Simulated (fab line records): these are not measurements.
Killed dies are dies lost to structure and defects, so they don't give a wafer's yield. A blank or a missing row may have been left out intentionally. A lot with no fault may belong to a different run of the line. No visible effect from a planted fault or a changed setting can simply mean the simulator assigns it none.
fab line records | flow sky130
[record] lots = 13 wafers = 39 last_day = 50
route steps=708 shown LI_CONTACT@386 CONTACT@429 METAL1@450 PAD_OPEN@708
lots untouched by any fault: they come from a run of this same line in which no faults occurred
start_h: start of the lot's first displayed wafer, in hours after the record's first day | wait_h: hours since the lot's step before | " unchanged from the row above | L1.1+2: a single row standing in for several wafers | - either no value or no given start | * or withheld: withheld | < > ~ a bound
route shown NAME@n: NAME is a module with steps in the file, n the number in the route of the first one | usual: mean and standard deviation over wafers with no fault | same: alike in all rows | chamber/n: place in a boat | sites: per-site readings | _std_site: the values' standard deviation | _edge_site: the outer-site mean with the inner-site mean subtracted | radius_mm: for every site, how far away it sits from the centre of the wafer | mask NAME#n: copy n | behind: tool/chamber where the wafer was last shaped | hold: cause of the lot's hold/its duration in hours/its outcome | device: names the non-switching transistor (n, p or np) | end of line: tests run on the same wafers once the route is complete | step lacking rows: just its recipe | killed: not the wafer's yield, but the dies lost to structure and defects at the first sort | map: a wafer's dies, x killed, . not, _ none there
set.NAME: the setting that was run; set.NAME@STEP: the one run at that earlier step | model.NAME: the simulator's own value behind a step, which no gauge read
a sample of lots followed through the steps of the route, with each step as a table and each wafer as a row
services: when a tool's chamber went out of use (start_h, in hours from the record's first day, below 0 if earlier), for how many hours, and the reason
[[steps]]
[step SKY_LI_CONTACT_CMP_24]
[recipe] stop_on = PSG t_overpolish_s = 20 down_force_psi = 3.5 platen_rpm = 60 target_thk_nm = 0 pad_velocity_m_s = 0.94248
[usual] motor_current_A = 11.9/1.3 overpolish_run_s = 20.002/0.0081 time_to_endpoint_s = 97/3.4
// columns lot.wafer tool chamber start_h wait_h motor_current_A overpolish_run_s time_to_endpoint_s
L796.3 cmp-02 0 670.46 0.0 10.4 19.997 96
L796.2 " 1 " " 12.1 20.013 102
L796.5 " 0 " " 10.9 19.993 97
L799.2 cmp-01 0 700.61 0.0 10.0 20.008 97
L799.6 " 0 " " 9.8 19.997 96
L799.5 " 1 " " 9.9 19.990 89
L797.4 cmp-01 1 701.20 0.0 10.6 20.011 93
L797.3 " 3 " " 14.3 20.013 96
L797.2 " 0 " " 10.2 20.006 95
L798.1 cmp-02 3 701.27 0.1 11.6 20.007 96
L798.6 " 3 " " 12.1 20.015 98
L798.5 " 0 " " 10.2 20.016 97
L800.2 cmp-02 3 711.62 0.1 11.7 20.024 99
L800.4 " 0 " " 10.5 20.005 99
L800.3 " 1 " " 12.2 19.996 96
L802.2 cmp-01 3 722.92 0.1 14.0 20.002 95
L802.4 " 0 " " 10.2 20.016 95
L802.6 " 1 " " 10.5 19.999 89
L803.4 cmp-01 0 725.27 0.1 10.4 19.999 101
L803.3 " 1 " " 10.2 20.004 93
L803.2 " 2 " " 12.5 19.998 98
L804.4 cmp-02 3 740.31 0.5 12.7 19.997 98
L804.3 " 1 " " 12.6 20.006 101
L804.5 " 2 " " 13.1 19.988 100
L813.1 cmp-02 3 822.96 0.1 12.0 20.007 95
L813.2 " 1 " " 12.2 20.015 98
L813.6 " 0 " " 11.0 19.993 96
L815.2 cmp-02 0 825.99 0.1 9.9 20.005 97
L815.4 " 1 " " 12.4 19.988 101
L815.3 " 2 " " 13.4 20.006 97
L818.4 cmp-01 3 867.08 0.1 14.4 20.004 96
L818.1 " 0 " " 9.8 19.989 95
L818.5 " 2 " " 12.9 20.009 87
L817.1 cmp-02 1 867.52 0.2 12.2 20.005 94
L817.5 " 2 " " 12.8 20.006 96
L817.6 " 3 " " 12.0 20.006 98
L819.2 cmp-02 2 868.73 0.0 13.4 20.004 98
L819.1 " 1 " " 11.8 20.007 101
L819.5 " 3 " " 12.5 19.997 97
[step SKY_CONTACT_SPUTTER_23]
[recipe] material = TiN target_thk_nm = 20 chamber_pressure_pa = 5 power_w = 4000 time_s = 80
[usual] cathode_dc_power_W = 4000.0/0.69 throttle_valve_pct = 30.7/1
// columns lot.wafer tool chamber start_h wait_h cathode_dc_power_W throttle_valve_pct
L796.2 pvd_sputter-04 - 728.46 0.0 3999.1 28.9
L796.3 " - " " 4000.2 31.2
L796.5 " - " " 3999.9 29.9
L799.2 pvd_sputter-01 - 758.39 0.0 3999.6 30.6
L799.5 " - " " 4000.4 31.1
L799.6 " - " " 3999.9 32.5
L797.2 pvd_sputter-01 - 760.10 0.0 3999.9 30.7
L797.3 " - " " 4001.7 32.5
L797.4 " - " " 4000.4 31.3
L798.1 pvd_sputter-04 - 760.52 0.0 3999.6 31.1
L798.5 " - " " 3999.6 30.0
L798.6 " - " " 4000.5 30.6
L800.2 pvd_sputter-01 - 770.86 0.0 3999.9 30.6
L800.3 " - " " 3999.5 30.4
L800.4 " - " " 3999.7 32.4
L802.2 pvd_sputter-01 - 780.28 0.0 3999.4 32.5
L802.4 " - " " 4000.4 31.2
L802.6 " - " " 4001.1 30.5
L803.2 pvd_sputter-04 - 782.56 0.0 3998.9 29.0
L803.3 " - " " 3999.0 29.9
L803.4 " - " " 3999.9 28.9
L804.3 pvd_sputter-02 - 797.64 0.0 4000.2 32.2
L804.4 " - " " 4000.5 31.7
L804.5 " - " " 4000.2 30.1
L813.1 pvd_sputter-01 - 879.12 0.0 4293.1 32.6
L813.2 " - " " 4293.5 31.6
L813.6 " - " " 4293.4 32.4
L815.2 pvd_sputter-01 - 880.93 0.0 4292.2 30.3
L815.3 " - " " 4294.1 30.6
L815.4 " - " " 4294.0 32.4
L818.1 pvd_sputter-02 - 920.55 0.0 4001.4 31.4
L818.4 " - " " 4001.2 30.1
L818.5 " - " " 3999.3 31.8
L817.1 pvd_sputter-04 - 921.48 0.0 3999.9 28.6
L817.5 " - " " 4000.0 28.8
L817.6 " - " " 3999.8 31.3
L819.1 pvd_sputter-04 - 922.96 0.0 3999.0 31.0
L819.2 " - " " 3999.9 30.3
L819.5 " - " " 3999.6 30.6
[step SKY_METAL1_OVL_MEAS_16]
[usual] METAL1_OVL = -2/5.1
// columns lot.wafer tool chamber start_h wait_h METAL1_OVL[nm]
L796.2 overlay-01 - 756.91 0.1 -7
L796.3 " - " " -5
L796.5 " - " " 0
L799.2 overlay-01 - 786.46 0.1 -4
L799.5 " - " " 1
L799.6 " - " " 1
L797.2 overlay-01 - 787.50 0.1 -5
L797.3 " - " " 1
L797.4 " - " " 1
L798.1 overlay-01 - 787.61 0.1 -3
L798.5 " - " " 2
L798.6 " - " " -2
L800.2 overlay-01 - 797.93 0.1 -4
L800.3 " - " " -4
L800.4 " - " " -5
L802.2 overlay-02 - 808.21 0.1 0
L802.4 " - " " -2
L802.6 " - " " -3
L803.2 overlay-02 - 809.76 0.1 3
L803.3 " - " " -4
L803.4 " - " " 0
L804.3 overlay-02 - 825.28 0.1 -1
L804.4 " - " " 3
L804.5 " - " " -3
L813.1 overlay-01 - 905.42 0.1 -13
L813.2 " - " " -11
L813.6 " - " " -4
L815.2 overlay-02 - 907.66 0.1 -8
L815.3 " - " " 1
L815.4 " - " " -6
L818.1 overlay-02 - 945.56 0.1 -2
L818.4 " - " " -6
L818.5 " - " " -8
L817.1 overlay-02 - 946.67 0.1 -1
L817.5 " - " " -5
L817.6 " - " " 0
L819.1 overlay-02 - 948.57 0.1 -12
L819.2 " - " " -12
L819.5 " - " " -9
[step SKY_METAL1_DESCUM_17]
[recipe] chemistry = O2 source_power_w = 150 bias_power_w = 0 pressure_mtorr = 10 temp_c = 40 time_s = 8
[usual] drypump_motor_current_A = 5.8/0.32 oes_product_au = 0.999/0.011 rf_fwd_power_W = 147.0/0.85
// columns lot.wafer tool chamber start_h wait_h drypump_motor_current_A oes_product_au rf_fwd_power_W rf_hours_counter_h
L796.2 rie_metal-04 0 756.94 0.0 6.3 1.005 147.6 10
L796.3 " 0 " " 6.3 1.004 147.7 -
L796.5 " 1 " " 5.4 1.001 145.7 -
L799.2 rie_metal-03 1 786.49 0.0 5.4 0.992 147.8 4
L799.5 " 0 " " 5.9 1.002 146.0 -
L799.6 " 1 " " 5.4 0.989 147.2 -
L797.2 rie_metal-04 0 787.53 0.0 6.3 1.022 147.6 11
L797.3 " 0 " " 6.3 1.024 148.4 -
L797.4 " 1 " " 5.4 1.022 146.6 -
L798.1 rie_metal-01 1 787.65 0.0 5.8 0.990 146.4 7
L798.5 " 0 " " 6.0 1.013 147.4 -
L798.6 " 1 " " 5.8 0.991 146.1 -
L800.2 rie_metal-04 0 797.96 0.0 6.3 1.007 147.8 12
L800.3 " 1 " " 5.4 1.004 145.6 -
L800.4 " 0 " " 6.3 1.013 147.5 -
L802.2 rie_metal-04 0 808.26 0.0 6.3 0.996 148.2 -
L802.4 " 0 " " 6.3 0.998 148.1 -
L802.6 " 0 " " 6.3 1.000 148.2 -
L803.2 rie_metal-01 0 809.79 0.0 5.9 1.013 147.0 6
L803.3 " 1 " " 5.8 0.994 145.4 -
L803.4 " 0 " " 5.9 1.004 147.5 -
L804.3 rie_metal-01 0 825.32 0.0 5.9 1.006 146.9 -
L804.4 " 1 " " 5.8 0.989 146.5 -
L804.5 " 1 " " 5.8 0.986 147.0 -
L813.1 rie_metal-04 0 905.46 0.0 6.3 1.003 148.0 17
L813.2 " 1 " " 5.4 0.981 146.5 3
L813.6 " 1 " " 5.4 0.997 146.7 -
L815.2 rie_metal-01 0 907.70 0.0 5.9 0.999 147.7 11
L815.3 " 1 " " 5.8 0.973 146.3 -
L815.4 " 0 " " 6.0 1.002 146.9 -
L818.1 rie_metal-04 0 945.60 0.0 6.4 0.997 148.9 0
L818.4 " 0 " " 6.4 0.997 148.4 -
L818.5 " 1 " " 5.4 0.991 146.5 -
L817.1 rie_metal-04 0 946.71 0.0 6.3 0.996 147.4 0
L817.5 " 0 " " 6.3 1.000 147.9 -
L817.6 " 1 " " 5.4 0.992 146.6 -
L819.1 rie_metal-03 0 948.61 0.0 6.0 1.020 145.5 3
L819.2 " 1 " " 5.4 1.001 148.4 11
L819.5 " 1 " " 5.4 1.005 148.5 -
[step SKY_PAD_OPEN_PROBE_99]
[usual] killed_at_M0_to_M3 = 43/6.8 killed_at_M4_up = 3.2/1.7 killed_at_contacts = 24/5.6 killed_at_front_end = 15/4.7 killed_at_other = 0.3/0.59 killed_dies = 86/10 killed_open = 47/6.8 killed_short = 39/6.4
[same] gross_dies = 492 killed_at_back_side = 0
// columns lot.wafer tool chamber start_h wait_h killed_at_M0_to_M3 killed_at_M4_up killed_at_contacts killed_at_front_end killed_at_other killed_dies killed_open killed_short
L815.2 prober-01 - 1183.61 0.1 51 3 19 11 0 84 46 38
L815.3 prober-01 - 1183.66 0.2 41 7 35 19 1 103 53 50
L815.4 prober-01 - 1183.71 0.2 50 4 30 16 0 100 48 52
// killed by level:class
L815.2 VIA1:geometric_particle:open=13 CONTACT:geometric_particle:short=7 METAL2:geometric_particle:short=7 CONTACT:geometric_particle:open=6 VIA2:geometric_particle:open=6 VIA3:geometric_particle:open=6 FIELD_ISO:geometric_particle:open=4 VIA1:geometric_particle:short=4
L815.3 LI_CONTACT:geometric_particle:open=13 CONTACT:geometric_particle:open=12 FIELD_ISO:geometric_particle:short=8 VIA1:geometric_particle:open=5 VIA1:geometric_particle:short=5 VIA2:geometric_particle:open=5 METAL2:geometric_particle:short=5 VIA3:geometric_particle:open=5
L815.4 VIA1:geometric_particle:short=12 CONTACT:geometric_particle:open=8 VIA2:geometric_particle:open=8 LOCAL_INTERCONNECT:geometric_particle:short=7 VIA3:geometric_particle:open=7 FIELD_ISO:geometric_particle:short=6 LI_CONTACT:geometric_particle:open=6 METAL1:geometric_particle:short=6
[[services]]
// columns tool chamber start_h hours kind
cmp-01 - 661.88 1.3 repair
rie_metal-04 1 677.62 33.8 repair
cmp-02 - 724.36 3.5 repair
cmp-01 - 731.33 0.4 repair
cmp-02 - 738.57 1.0 repair
rie_metal-03 1 742.31 1.0 repair
cmp-02 - 744.00 4.0 pm
cmp-02 - 748.00 - consumable_replace:conditioner
cmp-02 - 748.00 - consumable_replace:pad
pvd_sputter-04 - 748.21 2.4 repair
pvd_sputter-04 - 765.86 0.5 repair
rie_metal-03 - 788.47 15.6 pm
cmp-01 - 792.24 4.7 pm
rie_metal-04 1 801.80 - clean
pvd_sputter-02 - 803.55 0.5 repair
rie_metal-01 1 817.35 4.6 repair
cmp-01 - 819.24 15.2 pm
rie_metal-04 1 851.17 20.0 repair
cmp-01 - 903.06 1.9 repair
cmp-02 - 909.36 3.7 repair
cmp-01 - 918.48 4.0 pm
rie_metal-01 - 921.33 2.8 pm
rie_metal-01 0 934.17 15.7 repair
cmp-02 - 944.08 5.3 pm
[[key]]
[first_sign] step = SKY_CONTACT_SPUTTER_23 reading = cathode_dc_power_W direction = up sigmas = 99+ usual = 4000.0 struck = 4293.4
effect none on later readings
met_at SKY_CONTACT_SPUTTER_23
struck_lots L813,L815
tester_left_out L813,L815
not_acting_at SKY_LI_CONTACT_CMP_24,SKY_METAL1_OVL_MEAS_16,SKY_METAL1_DESCUM_17
onset_between 780.28 879.12
[fault] kind = process_parameter_drift tool = pvd_sputter-01 chamber = - onset_h = 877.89 steps = SKY_CONTACT_SPUTTER_23 channel = power_w offset = * shape = step end_h = 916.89 acts_in = * stated = *
// tester_left_out: of these lots the tester's yield and bins aren't shown, on N5 and GAA mostly nor the transistor test; their killed dies are dies lost to structure and defects alone, not to doping, threshold or leakage, so they don't give the yield
